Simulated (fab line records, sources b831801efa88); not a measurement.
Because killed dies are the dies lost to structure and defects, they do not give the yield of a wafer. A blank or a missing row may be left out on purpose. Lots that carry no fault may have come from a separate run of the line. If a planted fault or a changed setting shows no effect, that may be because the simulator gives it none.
The tool behind it: which one? || flow gf180mcu || 7 lots with 21 wafers sampled at 2 steps, on a route of 602 steps

## WHAT EACH GAUGE READ, for each wafer
GF_VT_IMPLANT_TW_MEAS_21.
{"lot": "L902", "measured": "day 6 11:28", "on": "filmMetro-01", "VT_IMPLANT_2_TW": "1224 1226 1222"}
{"lot": "L904", "measured": "day 7 01:02", "on": "filmMetro-01", "VT_IMPLANT_2_TW": "1229 1228 1231"}
{"lot": "L911", "measured": "day 9 05:30", "on": "filmMetro-01", "VT_IMPLANT_2_TW": "1178 1179 1182"}
{"lot": "L914", "measured": "day 9 20:04", "on": "filmMetro-01", "VT_IMPLANT_2_TW": "1224 1228 1216"}
{"lot": "L918", "measured": "day 10 17:57", "on": "filmMetro-01", "VT_IMPLANT_2_TW": "1221 1218 1211"}
{"lot": "L922", "measured": "day 11 19:25", "on": "filmMetro-01", "VT_IMPLANT_2_TW": "1222 1231 1225"}
{"lot": "L924", "measured": "day 12 11:56", "on": "filmMetro-02", "VT_IMPLANT_2_TW": "1218 1217 1214"}

## WHAT TOOL EACH LOT RAN ON (gives the tool, then ch and the chambers of the sampled wafers, and finally the start)
{"lot": "L902", "GF_VT_IMPLANT_IMPLANT_19": "implanter-01 ch 0, day 6 11:15"}
{"lot": "L904", "GF_VT_IMPLANT_IMPLANT_19": "implanter-03 ch 0, day 7 00:47"}
{"lot": "L911", "GF_VT_IMPLANT_IMPLANT_19": "implanter-03 ch 0, day 9 05:16"}
{"lot": "L914", "GF_VT_IMPLANT_IMPLANT_19": "implanter-04 ch 0, day 9 19:49"}
{"lot": "L918", "GF_VT_IMPLANT_IMPLANT_19": "implanter-01 ch 0, day 10 17:43"}
{"lot": "L922", "GF_VT_IMPLANT_IMPLANT_19": "implanter-01 ch 0, day 11 19:11"}
{"lot": "L924", "GF_VT_IMPLANT_IMPLANT_19": "implanter-03 ch 0, day 12 11:41"}
- GF_VT_IMPLANT_IMPLANT_19

## THE ANSWER, worked out from the rows above alone
Rule: usual is defined by the lots themselves. Put in order of their means at a reading, lots are off if they are a third of the lots or fewer, leave a main group of 4 or more, and stand apart from it by a gap of 3 or more times the standard deviation of the main group's means; of several such gaps the widest counts. The tables above print the reading to a certain number of digits; a main group whose means all agree to those digits is not used. A lot without any number at a reading at which 4 lots or more have one is off too. The other lots that the step has rows for count as sound.
Off: L911, at GF_VT_IMPLANT_TW_MEAS_21 (VT_IMPLANT_2_TW). Main group: mean 1222, sd 4.7.
If a tool, at a process step before that reading, ran all the lots that are off and no sound lot after the first of them, it fits. Those tools and the gauges at GF_VT_IMPLANT_TW_MEAS_21 are tried in the same way. Not one of the candidates tried fits.

## WHAT THE SIMULATOR HAD PUT IN
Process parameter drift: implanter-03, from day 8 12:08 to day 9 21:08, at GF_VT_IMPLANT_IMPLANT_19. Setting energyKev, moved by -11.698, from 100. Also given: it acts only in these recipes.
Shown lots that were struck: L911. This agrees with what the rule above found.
